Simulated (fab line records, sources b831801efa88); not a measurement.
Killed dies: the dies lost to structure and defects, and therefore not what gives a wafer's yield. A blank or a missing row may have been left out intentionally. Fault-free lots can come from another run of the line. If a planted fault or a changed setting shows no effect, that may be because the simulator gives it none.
A struck lot beside a sound one + flow sky130 + 29 steps out of a route of 708
Sound: the wafers L930.1, L930.2, L930.4. The struck wafers were L936.1, L936.2, L936.4. Last of all comes the cause.
Each step with rows lists, per side, the tool, then ch with its chambers, then its first start. Under that, the readings that differ: sound wafers + struck wafers + difference of the means + sigmas: that difference in standard deviations of wafers without a fault.
alike: readings with means less than 2 such deviations apart, plus words and numbers identical on both sides. not compared: withheld readings, readings lacking a value on some wafer, bounds such as >300 that could conceal the same value, and numbers that have no deviation in the record and whose values overlap.
Wherever a step has rows on one side only, a row that says differs or no value, or a row with sigmas, the two part there. Numbers that have no deviation but don't overlap get no sigmas and don't part them. A reading that every wafer of one side lacks parts them only if that side has two wafers or more.

SKY_POLY_GATE_CD_MEAS_13 targets a cd of 150 nm.
  sound on cdSem-01 at day 19 16:54; struck on cdSem-02 at day 21 17:17
  alike: cdNm
SKY_POLY_GATE_OVL_MEAS_14:
  sound on overlay-01 at day 19 17:01; struck on overlay-02 at day 21 17:25
  alike: POLY_GATE_OVL
SKY_POLY_GATE_ETCH_15: etches BARC in N2/H2, stops on SiO2, time 118.5 s, target depth 110 nm.
  sound on rieDiel-02 ch 0,2, day 19 17:03; struck on rieDiel-04 ch 0,1,3, day 21 17:27
  alike: drypumpMotorCurrentA, oesProductAu, throttleValvePct
  not compared: rfHoursCounterH
SKY_POLY_GATE_ETCH_16: etches Si3N4 in CH3F/O2, stops on poly-Si, time 147.5 s, target depth 75 nm.
  sound on rieDiel-02 ch 0,2, day 19 17:08; struck on rieDiel-04 ch 0,1,3, day 21 17:32
  alike: drypumpMotorCurrentA, oesProductAu, throttleValvePct
  not compared: rfHoursCounterH
SKY_POLY_GATE_ETCH_17: etches poly-Si in HBr/Cl2, stops on SiO2, target depth 180 nm, time 70.5 s.
  sound on rieSi-01 ch 0,2,3, day 19 17:14; struck on rieSi-01 ch 1,2,3, day 21 17:38
  alike: drypumpMotorCurrentA, heBacksideLeakSccm, oesProductAu, throttleValvePct
  not compared: rfHoursCounterH
SKY_POLY_GATE_STRIP_18: strips in O2/N2.
  sound on plasmaAsher-04 ch 0,1, day 19 17:17; struck on plasmaAsher-04 ch 0,1, day 21 17:41
  alike: drypumpMotorCurrentA, oesProductAu, stripTimeToEndpointS
  not compared: rfHoursCounterH
then, 2 steps without rows for these wafers: SKY_POLY_GATE_CLEAN_19 (cleans in SC1/SC2, time 150 s); SKY_POLY_GATE_OXIDATION_20 (stabilise 600 s, purge 300 s, target thk 4 nm).
SKY_POLY_GATE_THK_MEAS_21:
  sound on filmMetro-03 at day 19 19:38; struck on filmMetro-03 at day 21 19:05
  alike: POLY_GATE_OXIDATION_THK
SKY_POLY_GATE_CD_MEAS_22:
  sound on cdSem-02 at day 19 19:42; struck on cdSem-02 at day 21 19:08
  alike: cdNm
then, 2 steps without rows for these wafers: SKY_LDD_N_DEHYDRATE_00 (time 60 s); SKY_LDD_N_HMDS_01 (prime time 60 s).
SKY_LDD_N_COAT_02: resist thk 300 nm.
  sound on lithoTrack-03 ch 0, day 20 10:26; struck on lithoTrack-03 ch 0, day 22 10:35
| reading                                   | sound           | struck          | difference | sigmas |
|-------------------------------------------|-----------------|-----------------|------------|--------|
| model.NOVOLAK_of_LDD_N_COAT_02.thkNm (nm) | 300.1 300 300.1 | 330.6 330.1 330 | +30.2      |        |
  alike: exhaustPa
then, 3 steps without rows for these wafers: SKY_LDD_N_SOFTBAKE_03 (time 60 s); SKY_LDD_N_EXPOSE_04 (exposes mask NTM, target cd 840 nm); SKY_LDD_N_PEB_05.
SKY_LDD_N_DEVELOP_06: develop time 60 s.
  sound on lithoTrack-03 ch 0, day 21 02:35; struck on lithoTrack-03 ch 0, day 23 01:02
| reading                                   | sound             | struck            | difference | sigmas |
|-------------------------------------------|-------------------|-------------------|------------|--------|
| model.NOVOLAK_of_LDD_N_COAT_02.thkNm (nm) | 299.7 299.6 299.7 | 330.1 329.7 329.6 | +30.1      |        |
  alike: exhaustPa
SKY_LDD_N_OVL_MEAS_07:
  sound on overlay-02 at day 21 02:44; struck on overlay-01 at day 23 01:11
  alike: LDD_N_OVL
then, 8 steps without rows for these wafers: SKY_LDD_N_IMPLANT_08; SKY_LDD_N_IMPLANT_09; SKY_LDD_N_IMPLANT_10; SKY_LDD_N_IMPLANT_11; SKY_LDD_N_IMPLANT_12; SKY_LDD_N_IMPLANT_13; SKY_LDD_N_IMPLANT_14; SKY_LDD_N_IMPLANT_15.
SKY_LDD_N_STRIP_16: strips in O2/N2.
  sound on plasmaAsher-04 ch 0,1, day 21 03:58; struck on plasmaAsher-04 ch 0,1, day 23 02:25
| reading                  | sound             | struck            | difference | sigmas |
|--------------------------|-------------------|-------------------|------------|--------|
| oesProductAu (a.u.)      | 0.393 0.406 0.410 | 0.427 0.420 0.422 | +0.020     | +5     |
| stripTimeToEndpointS (s) | 4.323 4.321 4.320 | 4.716 4.696 4.704 | +0.384     | +27    |
  alike: drypumpMotorCurrentA
  not compared: rfHoursCounterH
SKY_LDD_N_TW_MEAS_17:
  sound on filmMetro-01 at day 21 04:04; struck on filmMetro-02 at day 23 02:31
  alike: LDD_N_TW
-- a jump in the record: the struck wafers' starts before and after are 26 days apart (it breaks off in module LDD_N and resumes in module PAD_OPEN, where the first step shown is number 708 of the route) --
SKY_PAD_OPEN_PROBE_99:
  sound on prober-02 at day 47 22:49; struck on prober-01 at day 49 05:19
  alike: killed_at_M0_to_M3, killed_at_M4_up, killedAtContacts, killedAtFrontEnd, killedAtOther, killedDies, killedOpen, killedShort

== WHERE THEY PART ==
At SKY_LDD_N_STRIP_16 and nowhere else, as far as this record goes. Later steps at which nothing parts them and some readings are alike: SKY_LDD_N_TW_MEAS_17, SKY_PAD_OPEN_PROBE_99.

WHY: whatever the simulator had introduced
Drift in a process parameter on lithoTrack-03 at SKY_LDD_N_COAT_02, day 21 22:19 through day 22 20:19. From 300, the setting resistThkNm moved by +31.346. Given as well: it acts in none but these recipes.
